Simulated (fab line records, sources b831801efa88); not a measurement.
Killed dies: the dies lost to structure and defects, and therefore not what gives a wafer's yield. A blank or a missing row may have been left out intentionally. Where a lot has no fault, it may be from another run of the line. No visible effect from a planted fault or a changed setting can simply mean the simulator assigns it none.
Comparing a struck lot with a sound one	flow gf180mcu	43 out of 602 route steps
Sound: these wafers, L265.1, L265.3, L265.5. Wafers struck: L270.1, L270.3, L270.4. Last of all comes the cause.
Order at every step that has rows: each side's tool, ch and its chambers, its first start. Under that, the readings that differ: sound wafers	struck wafers	difference of the means	sigmas: that difference in standard deviations of wafers without a fault.
alike: same words and numbers on both sides, and readings whose means sit less than 2 such deviations apart. not compared: any withheld reading, any reading some wafer has no value for, any bound like >300 that may hide the same value, and any number with overlapping values for which the record gives no deviation.
Wherever a step has rows on one side only, a row that says differs or no value, or a row with sigmas, the two part there. Non-overlapping numbers with no deviation appear without sigmas and do not part them. A reading that every wafer of one side lacks parts them only if that side has two wafers or more.

first, 1 step without rows for these wafers: GF_POLY_GATE_OXIDATION_16 (stabilise 600 s, purge 300 s, target thk 4 nm).
GF_POLY_GATE_THK_MEAS_17:
  sound on film metro-04 at day 10 04:25; struck on film metro-02 at day 12 08:46
  alike: POLY_GATE_OXIDATION_THK
GF_POLY_GATE_CD_MEAS_18:
  sound on cd sem-01 at day 10 04:28; struck on cd sem-01 at day 12 08:49
  alike: cd nm
then, 7 steps without rows for these wafers: GF_HV_LDD_DEHYDRATE_00 (time 60 s); GF_HV_LDD_HMDS_01 (prime time 60 s); GF_HV_LDD_COAT_02 (resist thk 1000 nm); GF_HV_LDD_SOFTBAKE_03 (time 60 s); GF_HV_LDD_EXPOSE_04 (exposes mask Nplus LV AREA, target cd 400 nm); GF_HV_LDD_PEB_05; GF_HV_LDD_DEVELOP_06 (develop time 60 s).
GF_HV_LDD_CD_MEAS_07: the cd target is 400 nm.
  sound on cd sem-02 at day 10 21:21; struck on cd sem-02 at day 13 04:35
  alike: cd nm
GF_HV_LDD_OVL_MEAS_08:
  sound on overlay-01 at day 10 21:28; struck on overlay-01 at day 13 04:42
  alike: HV_LDD_OVL
GF_HV_LDD_IMPLANT_09:
  sound on implanter-03 ch 0, day 10 21:30; struck on implanter-03, day 13 04:44
  no value came back on the struck wafers for beam energy keV, beam on s (s); on the sound wafers beam energy keV reads 40.000 40.005 39.986
GF_HV_LDD_STRIP_10: strips in O2/N2.
  sound on plasma asher-02 ch 1, day 10 21:39; struck on plasma asher-03 ch 0,1, day 13 04:53
reading	sound	struck	difference	sigmas
drypump motor current A (A)	6.2 6.2 6.2	5.1 5.5 5.1	-1.0	-2
  alike: heater power w, o2 flow sccm, oes product au, strip time to endpoint s
  not compared: rf hours counter h
GF_HV_LDD_TW_MEAS_11:
  sound on film metro-01 at day 10 21:45; struck on film metro-01 at day 13 04:59
reading	sound	struck	difference	sigmas
HV_LDD_TW	2444 2428 2448	30 30 30	-2410	-99 or more
then, 7 steps without rows for these wafers: GF_HV_LDD_DEHYDRATE_12 (time 60 s); GF_HV_LDD_HMDS_13 (prime time 60 s); GF_HV_LDD_COAT_14 (resist thk 1000 nm); GF_HV_LDD_SOFTBAKE_15 (time 60 s); GF_HV_LDD_EXPOSE_16 (exposes mask Pplus LV AREA, target cd 400 nm); GF_HV_LDD_PEB_17; GF_HV_LDD_DEVELOP_18 (develop time 60 s).
GF_HV_LDD_CD_MEAS_19: the cd target is 400 nm.
  sound on cd sem-02 at day 11 16:02; struck on cd sem-02 at day 14 00:47
  alike: cd nm
GF_HV_LDD_OVL_MEAS_20:
  sound on overlay-01 at day 11 16:09; struck on overlay-01 at day 14 00:54
reading	sound	struck	difference	sigmas
HV_LDD_01_OVL (nm)	-0.7 0.5 -1.9	3.2 2.3 1.8	+3.1	+2
after that, 1 step had no rows for these wafers: GF_HV_LDD_IMPLANT_21.
GF_HV_LDD_STRIP_22: strips in O2/N2.
  sound on plasma asher-01 ch 0,1, day 11 16:20; struck on plasma asher-02 ch 0,1, day 14 01:05
reading	sound	struck	difference	sigmas
strip time to endpoint s (s)	12.63 12.61 12.62	12.71 12.67 12.69	+0.07	+2
  alike: drypump motor current A, heater power w, o2 flow sccm, oes product au
  not compared: rf hours counter h
GF_HV_LDD_TW_MEAS_23:
  sound on film metro-01 at day 11 16:26; struck on film metro-03 at day 14 01:11
  alike: HV_LDD_2_TW
then, 7 steps without rows for these wafers: GF_HV_LDD_DEHYDRATE_24 (time 60 s); GF_HV_LDD_HMDS_25 (prime time 60 s); GF_HV_LDD_COAT_26 (resist thk 1000 nm); GF_HV_LDD_SOFTBAKE_27 (time 60 s); GF_HV_LDD_EXPOSE_28 (exposes mask Nplus HV AREA, target cd 400 nm); GF_HV_LDD_PEB_29; GF_HV_LDD_DEVELOP_30 (develop time 60 s).
GF_HV_LDD_CD_MEAS_31: the cd target is 400 nm.
  sound on cd sem-02 at day 12 11:05; struck on cd sem-02 at day 14 21:59
  alike: cd nm
GF_HV_LDD_OVL_MEAS_32:
  sound on overlay-01 at day 12 11:12; struck on overlay-02 at day 14 22:06
  alike: HV_LDD_02_OVL
then, 4 steps without rows for these wafers: GF_HV_LDD_IMPLANT_33; GF_HV_LDD_IMPLANT_34; GF_HV_LDD_IMPLANT_35; GF_HV_LDD_IMPLANT_36.
GF_HV_LDD_STRIP_37: strips in O2/N2.
  sound on plasma asher-01 ch 0,1, day 12 11:50; struck on plasma asher-03 ch 0,1, day 14 22:44
  alike: drypump motor current A, heater power w, o2 flow sccm, oes product au, strip time to endpoint s
  not compared: rf hours counter h
GF_HV_LDD_TW_MEAS_38:
  sound on film metro-01 at day 12 11:56; struck on film metro-01 at day 14 22:50
  alike: HV_LDD_3_TW
GF_HV_LDD_RS_MEAS_53: the measuring method here is four-point-probe.
  sound on film metro-01 at day 13 07:37; struck on film metro-04 at day 15 21:02
reading	sound	struck	difference	sigmas
HV_LDD_RS (ohm/sq)	417.3 417.0 418.5	885.7 885.1 884.3	+467.4	+99 or more

## WHERE THEY PART
Last at GF_HV_LDD_RS_MEAS_53 as far as this record goes, first at GF_HV_LDD_IMPLANT_09.

WHY: whatever the simulator had introduced
Entire step skipped (implanter-03, GF_HV_LDD_IMPLANT_09), from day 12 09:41 onward. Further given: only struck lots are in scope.
